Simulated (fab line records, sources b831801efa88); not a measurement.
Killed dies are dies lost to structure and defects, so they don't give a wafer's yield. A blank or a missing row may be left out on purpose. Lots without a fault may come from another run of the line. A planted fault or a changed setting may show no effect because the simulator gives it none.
A struck lot beside a sound one | flow sky130 | 18 steps out of a route of 708
Sound: wafers L538.2, L538.3, L538.6. Struck: wafer L528.6. (L528.1, L528.3 of the same lot were not struck and are left out.) The cause comes at the end.
At each step with rows: each side's tool, then ch and its chambers, then its first start. Under that, the readings that differ: sound wafers | struck wafers | difference of the means | sigmas: that difference in standard deviations of wafers without a fault.
alike: readings whose means differ by less than 2 such deviations, and words and numbers that are the same on both sides. not compared: withheld readings, readings that some wafer has no value for, bounds like >300 that may hide the same value, and numbers for which the record gives no deviation and whose values overlap.
The two part at a step that has a row with sigmas, a row that says differs or no value, or rows on one side only. Numbers that don't overlap but have no deviation are shown without sigmas and don't part them. A reading that every wafer of one side lacks parts them only if that side has two wafers or more.

first, 6 steps without rows for these wafers: SKY_RES_XHIGH_COAT_02 (resist thk 1140 nm); SKY_RES_XHIGH_SOFTBAKE_03 (time 60 s); SKY_RES_XHIGH_EXPOSE_04 (exposes mask URPM, target cd 1270 nm); SKY_RES_XHIGH_PEB_05; SKY_RES_XHIGH_DEVELOP_06 (develop time 60 s); SKY_RES_XHIGH_IMPLANT_07.
SKY_RES_XHIGH_STRIP_08: strips in O2/N2.
  sound on plasma_asher-04 ch 0,1, day 34 02:58; struck on plasma_asher-02 ch 1, day 30 17:47
  alike: drypump_motor_current_A, oes_product_au, strip_time_to_endpoint_s
  not compared: rf_hours_counter_h
SKY_RES_XHIGH_TW_MEAS_09:
  sound on film_metro-02, day 34 03:04; struck on film_metro-03, day 30 17:53
  alike: RES_XHIGH_TW
then, 4 steps without rows for these wafers: SKY_SD_N_DEHYDRATE_00 (time 60 s); SKY_SD_N_HMDS_01 (prime time 60 s); SKY_SD_N_COAT_02 (resist thk 1140 nm); SKY_SD_N_SOFTBAKE_03 (time 60 s).
SKY_SD_N_EXPOSE_04: exposes mask NSDM, target cd 380 nm.
  sound on iline_stepper-02 ch 0, day 34 16:16; struck on iline_stepper-01 ch 0, day 31 07:57
  alike: mask, stage_vel_mm_s
then, 2 steps without rows for these wafers: SKY_SD_N_PEB_05; SKY_SD_N_DEVELOP_06 (develop time 60 s).
SKY_SD_N_CD_MEAS_07: target cd 380 nm.
  sound on cd_sem-02, day 35 05:26; struck on cd_sem-02, day 31 20:45
  reading    | sound             | struck | difference | sigmas
  cd_nm (nm) | 384.8 381.4 380.9 | 349.0  | -33.4      | -12
SKY_SD_N_OVL_MEAS_08:
  sound on overlay-02, day 35 05:32; struck on overlay-02, day 31 20:52
  alike: SD_N_OVL
-- the record jumps here: 17 days lie between the struck wafers' starts before and after (it left off in module SD_N and takes up again in module PAD_OPEN, whose first step shown is number 708 of the route) --
SKY_PAD_OPEN_PROBE_99:
  the record has rows for the struck wafers here (prober-02, day 48 14:22) and none for the sound ones

WHERE THEY PART
First at SKY_SD_N_CD_MEAS_07; last, within this record, at SKY_PAD_OPEN_PROBE_99.

WHY: what the simulator had put in
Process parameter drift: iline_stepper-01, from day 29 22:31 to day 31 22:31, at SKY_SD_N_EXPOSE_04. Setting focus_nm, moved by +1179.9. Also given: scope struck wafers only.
